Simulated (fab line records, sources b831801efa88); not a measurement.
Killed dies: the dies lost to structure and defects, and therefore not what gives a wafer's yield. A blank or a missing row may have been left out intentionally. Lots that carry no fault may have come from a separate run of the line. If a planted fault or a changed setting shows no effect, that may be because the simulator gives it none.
One fault through the eyes of 2 desks ; flow gf180mcu ; each desk holds nothing but its own numbers, with what lay behind them at the end

== TOOL OWNER'S DESK, implanter-03 ==
The tool's own readings at GF_PSD_IMPLANT_09: means of the sampled wafers that have a number, for each lot that ran on this tool. Marked OUT: a lot whose mean sits more than 4 standard deviations from the usual mean, which makes it out of limits; the brackets give that distance.
Columns: A = dose-ions-cm2 at GF_PSD_IMPLANT_09, usual 1.4994e+15; B = end-station-pressure-torr at GF_PSD_IMPLANT_09, usual 1.17e-05 Torr; C = faraday-current-uA at GF_PSD_IMPLANT_09, usual 8250
lot;first seen here;A;B;C
L812;day 15 21:37;1.5008e+15;1.19e-05;8180
L813;day 16 16:17;1.4985e+15;1.16e-05;8138
L816;day 17 12:22;1.4992e+15;1.14e-05;8287
L817;day 17 21:49;1.4975e+15;1.17e-05;8038
L818;day 18 02:53;1.4983e+15;1.22e-05;8080
L819;day 18 15:05;1.5011e+15;1.15e-05;8256
L821;day 19 08:15;2.1975e+15 (+99 or more) OUT;1.45e-05 (+5.1) OUT;11767 (+20) OUT
L822;day 19 17:40;2.1943e+15 (+99 or more) OUT;1.48e-05 (+5.6) OUT;12194 (+22) OUT
Finding of this desk: L821, L822 out of limits; the first was L821 at day 19 08:15, on dose-ions-cm2 at GF_PSD_IMPLANT_09. Within limits: L812, L813, L816, L817, L818, L819.

== THE METROLOGY DESK ==
Lot by lot, what the gauges showed, no matter which tool ran the lot: averages of those sampled wafers that carry a number. Marked OUT: a lot whose mean sits more than 4 standard deviations from the usual mean, which makes it out of limits; the brackets give that distance.
Columns: A = VT_IMPLANT_03_OVL at GF_VT_IMPLANT_OVL_MEAS_40, usual -0.1 nm; B = PSD_TW at GF_PSD_TW_MEAS_11, usual 3171; C = PSD_RS at GF_PSD_RS_MEAS_15, usual 108.44 ohm/sq; D = M1_OVL at GF_M1_OVL_MEAS_15, usual 3 nm
lot;first seen here;A;B;C;D
L807;day 7 13:01;-0.7;3201;108.77;2
L812;day 8 21:13;0.1;3171;108.57;2
L813;day 9 06:13;0.1;3151;108.91;2
L816;day 10 01:25;0.5;3125;108.50;5
L817;day 10 07:07;1.0;3213;108.54;11
L818;day 10 14:59;-0.0;3119;108.88;4
L819;day 10 21:35;0.3;3211;108.38;2
L820;day 11 03:22;-0.2;3208;108.27;2
L821;day 11 12:16;-0.7;3444 (+7.6) OUT;101.74 (-23) OUT;-1
L822;day 11 22:23;-0.4;3464 (+8.1) OUT;102.05 (-22) OUT;4
L830;day 14 00:41;1.3;3186;108.37;1
This desk reports L821, L822 out of limits; the earliest was L821 at day 19 08:30 (PSD_TW at GF_PSD_TW_MEAS_11). Within limits: L807, L812, L813, L816, L817, L818, L819, L820, L830.

== ALL TOGETHER ==
At day 19 08:15, on L821, L822, the tool owner's desk was in a position to raise an alarm.
On L821, L822, the metrology desk was in a position to raise an alarm at day 19 08:30.
On implanter-03, each named lot ran GF_PSD_IMPLANT_09.

== WHAT THE SIMULATOR PUT IN ==
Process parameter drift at GF_PSD_IMPLANT_09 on implanter-03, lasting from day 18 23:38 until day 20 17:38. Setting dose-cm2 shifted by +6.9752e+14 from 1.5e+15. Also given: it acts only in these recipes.
Struck lots among those shown: L821, L822.
Delay (hours) between the fault's onset and each desk's first out-of-limits reading: 9 at the tool owner's desk, 9 at the metrology desk.
